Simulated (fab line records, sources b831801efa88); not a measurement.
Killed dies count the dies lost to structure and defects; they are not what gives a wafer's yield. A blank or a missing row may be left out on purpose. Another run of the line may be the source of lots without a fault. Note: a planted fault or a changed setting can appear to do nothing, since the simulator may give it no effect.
The tool behind it: which one? | flow gf180mcu | 13 lots, 39 wafers sampled, at 4 steps of a route of 602

WHAT THE GAUGES SHOWED, per wafer
GF_V5_CD_MEAS_14: target cd 260 nm. Usual: cd nm at 259.9 nm, with a standard deviation of 1.1.
lot  | measured     | on        | cd nm (nm)        | flag
L792 | day 27 11:25 | cd sem-01 | 259.3 257.7 258.3 |
L795 | day 28 10:22 | cd sem-02 | 260.6 259.6 260.0 |
L796 | day 29 08:38 | cd sem-02 | 259.9 260.8 259.5 |
L797 | day 29 08:47 | cd sem-02 | 259.5 260.7 259.3 |
L799 | day 29 16:10 | cd sem-02 | 260.0 259.0 259.2 |
L800 | day 30 04:29 | cd sem-01 | 260.8 261.3 262.0 |
L801 | day 30 06:01 | cd sem-01 | 261.6 260.6 261.2 |
L803 | day 30 20:23 | cd sem-01 | 260.8 261.0 260.5 |
L804 | day 31 12:46 | cd sem-01 | 259.6 259.9 258.0 |
L806 | day 32 00:11 | cd sem-01 | 260.8 261.0 259.8 |
L809 | day 32 13:59 | cd sem-02 | 259.9 259.2 260.5 |
L811 | day 33 03:49 | cd sem-01 | 259.0 259.8 258.0 |
L814 | day 33 20:02 | cd sem-01 | 257.3 260.6 258.7 |

GF_PASSIVATION_THK_MEAS_03. Usual: for PASSIVATION_CVD_02_THK the level is 700 nm and the standard deviation is 9.3.
lot  | measured     | on            | PASSIVATION_CVD_02_THK (nm) | flag
L792 | day 28 11:18 | film metro-01 | 689 700 704                 |
L795 | day 29 08:39 | film metro-01 | 690 695 693                 |
L796 | day 30 06:16 | film metro-03 | 711 698 714                 |
L797 | day 30 07:03 | film metro-02 | 697 711 698                 |
L799 | day 30 12:59 | film metro-03 | 712 699 712                 |
L800 | day 31 02:19 | film metro-01 | 693 689 698                 |
L801 | day 31 03:31 | film metro-02 | 694 700 698                 |
L803 | day 31 17:01 | film metro-03 | 685 702 698                 |
L804 | day 32 08:44 | film metro-02 | 688 685 702                 |
L806 | day 32 20:44 | film metro-03 | 699 704 699                 |
L809 | day 33 08:57 | film metro-01 | 702 714 704                 |
L811 | day 33 22:32 | film metro-02 | 702 707 705                 |
L814 | day 34 14:19 | film metro-01 | 691 699 701                 |

WHAT TOOL EACH LOT RAN ON (gives the tool, then ch and the chambers of the sampled wafers, and finally the start)
lot  | GF_V5_SPUTTER_22             | GF_TOP_METAL_SPUTTER_00
L792 | pvd sputter-03, day 27 12:17 | pvd sputter-04, day 27 13:47
L795 | pvd sputter-01, day 28 11:15 | pvd sputter-01, day 28 11:59
L796 | pvd sputter-04, day 29 09:42 | pvd sputter-02, day 29 10:24
L797 | pvd sputter-03, day 29 09:44 | pvd sputter-01, day 29 10:42
L799 | pvd sputter-04, day 29 17:04 | pvd sputter-02, day 29 17:49
L800 | pvd sputter-04, day 30 05:22 | pvd sputter-04, day 30 06:37
L801 | pvd sputter-01, day 30 06:55 | pvd sputter-02, day 30 07:49
L803 | pvd sputter-03, day 30 21:16 | pvd sputter-01, day 30 21:53
L804 | pvd sputter-03, day 31 13:41 | pvd sputter-02, day 31 14:19
L806 | pvd sputter-03, day 32 01:05 | pvd sputter-02, day 32 02:42
L809 | pvd sputter-04, day 32 14:52 | pvd sputter-01, day 32 15:30
L811 | pvd sputter-01, day 33 04:48 | pvd sputter-01, day 33 05:26
L814 | pvd sputter-01, day 33 20:59 | pvd sputter-02, day 33 21:37
- GF_V5_SPUTTER_22: material TiN, target thk 10 nm, time 40 s.
- GF_TOP_METAL_SPUTTER_00: material Ti, target thk 37.5 nm, time 150 s.

AS READ BY THE TOOLS THEMSELVES (means over the sampled wafers that have a number; for cases with no such wafer, the mark the record gives instead)
GF_V5_SPUTTER_22. Usual: throttle valve pct at 29.7 %, with a standard deviation of 1.2.
lot  | tool           | throttle valve pct (%) | flag
L792 | pvd sputter-03 | 29.1                   |
L795 | pvd sputter-01 | 30.7                   |
L796 | pvd sputter-04 | 29.8                   |
L797 | pvd sputter-03 | 29.4                   |
L799 | pvd sputter-04 | 29.2                   |
L800 | pvd sputter-04 | 29.8                   |
L801 | pvd sputter-01 | 30.2                   |
L803 | pvd sputter-03 | 29.3                   |
L804 | pvd sputter-03 | 28.6                   |
L806 | pvd sputter-03 | 29.6                   |
L809 | pvd sputter-04 | 28.8                   |
L811 | pvd sputter-01 | 30.7                   |
L814 | pvd sputter-01 | 30.1                   |

GF_TOP_METAL_SPUTTER_00. Usual: throttle valve pct at 30.0 %, with a standard deviation of 1.1.
lot  | tool           | throttle valve pct (%) | flag
L792 | pvd sputter-04 | 29.0                   |
L795 | pvd sputter-01 | 29.4                   |
L796 | pvd sputter-02 | 30.3                   |
L797 | pvd sputter-01 | 31.7                   |
L799 | pvd sputter-02 | 29.6                   |
L800 | pvd sputter-04 | 29.3                   |
L801 | pvd sputter-02 | 30.1                   |
L803 | pvd sputter-01 | 31.0                   |
L804 | pvd sputter-02 | 31.2                   |
L806 | pvd sputter-02 | 30.1                   |
L809 | pvd sputter-01 | 29.4                   |
L811 | pvd sputter-01 | 29.9                   |
L814 | pvd sputter-02 | 30.2                   |

THE ANSWER, worked out from the rows above alone
Rule: lot off if the mean of its wafers having a number is beyond 3 standard deviations from the usual mean. A lot without any number at a reading at which 4 lots or more have one is off too. Any other lot the step has rows for is counted as sound. First the gauges in route order, then the tools' own readings, where a lot's mean is used as printed above. The first step at which some lot is off is used, and at that step the reading that is off furthest; a lot without a number counts as furthest.
None of the lots is off at any reading shown; this tells nothing.

WHAT WAS PUT IN BY THE SIMULATOR
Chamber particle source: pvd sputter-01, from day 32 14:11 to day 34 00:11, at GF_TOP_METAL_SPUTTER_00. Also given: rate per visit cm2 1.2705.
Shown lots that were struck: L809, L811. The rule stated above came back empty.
